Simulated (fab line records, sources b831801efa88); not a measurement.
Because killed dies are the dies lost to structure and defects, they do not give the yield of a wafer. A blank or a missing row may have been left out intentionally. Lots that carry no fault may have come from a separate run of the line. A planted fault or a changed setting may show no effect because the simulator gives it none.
Matching of chambers    flow sfqLine    cmp-01 running SFQ_TRILAYER_I6_CMP_CMP_166: 4 sister chambers
The step polishes SiO2. 4 wafers are shown with their chamber, then 7 later ones without.

EACH WAFER AND ITS CHAMBER
wafer   chamber  motorCurrentA (A)
L983.6  3        10.3
L988.1  1        10.2
L989.1  2        10.1
L989.2  0        8.1

WAFERS WITHOUT THEIR CHAMBER
wafer   motorCurrentA (A)
L989.5  10.5
L991.4  10.2
L991.1  10.9
L991.5  8.6
L993.1  8.4
L993.5  8.5
L993.6  10.3

WHICH CHAMBER EACH WENT THROUGH
wafer   from the rows above           in truth
L989.5  can't be placed: 3 or 1 or 2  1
L991.4  can't be placed: 1 or 2 or 3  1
L991.1  can't be placed: 3 or 1 or 2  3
L991.5  0                             0
L993.1  0                             0
L993.5  0                             0
L993.6  can't be placed: 3 or 1 or 2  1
3 of 7 placed correctly. Unplaceable from these rows: 4, with the true chamber sitting among the candidates in 4. Placed wrongly: 0.
How it was worked out, from the rows above alone: a wafer's distance from a chamber is the root of the sum, over the readings, of the square of ((its reading less the chamber's mean) divided by the reading's scatter). The wafer belongs to the nearest chamber; if the next one is less than 2 further off, it can't be placed. The mean given for a chamber averages the wafers shown for that chamber. The scatter (one wafer shown for each chamber): square how far every hidden wafer sits from the nearest shown wafer, average those squares and take the square root.
